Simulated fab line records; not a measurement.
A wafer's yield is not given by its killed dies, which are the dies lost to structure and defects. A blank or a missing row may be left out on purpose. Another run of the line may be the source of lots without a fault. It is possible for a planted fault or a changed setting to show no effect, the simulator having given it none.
2 desks, one fault ; flow gf180mcu ; what lay behind the numbers comes last; until then each desk has only its own

METROLOGY DESK
What the gauges read, lot by lot, whatever tool the lot ran on: means of the sampled wafers that have a number. The brackets show how far a lot's mean lies from the usual mean; more than 4 standard deviations puts the lot out of limits, marked OUT.
Columns: A = LVPWELL_TW at GF_LVPWELL_TW_MEAS_11, usual 570; B = LVPWELL_RS at GF_VT_IMPLANT_RS_MEAS_48, usual 1197 ohm/sq; C = cd nm at GF_V1_CD_MEAS_14, usual 259.8 nm
lot;first seen here;A;B;C
L727;day 3 22:20;569;1199;260.3
L729;day 4 11:04;568;1193;259.2
L730;day 4 17:08;573;1199;259.1
L731;day 5 01:10;572;1196;261.2
L736;day 6 01:35;574;1199;260.9
L738;day 6 13:13;570;1194;259.6
L743;day 7 17:53;574;1158 (-10) OUT;260.5
L744;day 7 22:30;582;1160 (-9.6) OUT;260.1
L745;day 8 03:53;582;1151 (-12) OUT;260.3
L746;day 8 10:11;570;1201;261.7
L747;day 8 14:41;572;1195;259.1
L748;day 8 20:51;564;1202;260.1
L750;day 9 09:47;570;1200;260.2
Finding of this desk: L743, L744, L745 out of limits, first seen on L743 at day 12 06:45 (LVPWELL_RS at GF_VT_IMPLANT_RS_MEAS_48). Within limits: L727, L729, L730, L731, L736, L738, L746, L747, L748, L750.

FOR THE TOOL OWNER'S DESK: implanter-01
The tool's own readings at GF_LVPWELL_IMPLANT_08: means of the sampled wafers that have a number, for each lot that ran on this tool. The brackets show how far a lot's mean lies from the usual mean; more than 4 standard deviations puts the lot out of limits, marked OUT.
Columns: A = beam on s at GF_LVPWELL_IMPLANT_08, usual 9.99 s; B = faraday current uA at GF_LVPWELL_IMPLANT_08, usual 84.7
lot;first seen here;A;B
L727;day 3 21:57;9.83;85.9
L730;day 4 16:46;9.98;84.6
L731;day 5 00:48;9.94;85.3
L743;day 7 17:31;10.81 (+4.6) OUT;78.9
L744;day 7 22:08;10.88 (+5.0) OUT;77.9 (-4.5) OUT
L745;day 8 03:31;10.55;80.5
Finding of this desk: L743, L744 out of limits; the first was L743 at day 7 17:31, on beam on s at GF_LVPWELL_IMPLANT_08. Within limits: L727, L730, L731, L745.

BROUGHT TOGETHER
The tool owner's desk could have raised an alarm at day 7 17:31, on L743, L744.
L743, L744, L745 would have let the metrology desk raise an alarm at day 12 06:45.
On record at the tool owner's desk: L745, within its limits.
Every lot named ran GF_LVPWELL_IMPLANT_08 on implanter-01.

WHAT THE SIMULATOR HAD PUT IN
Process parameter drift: implanter-01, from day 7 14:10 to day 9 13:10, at GF_LVPWELL_IMPLANT_08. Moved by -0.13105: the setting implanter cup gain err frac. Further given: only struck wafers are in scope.
Lots struck among those shown: L743, L744, L745.
Counting hours from when the fault started, the first reading out of limits came at 3 for the tool owner's desk and at 113 for the metrology desk.
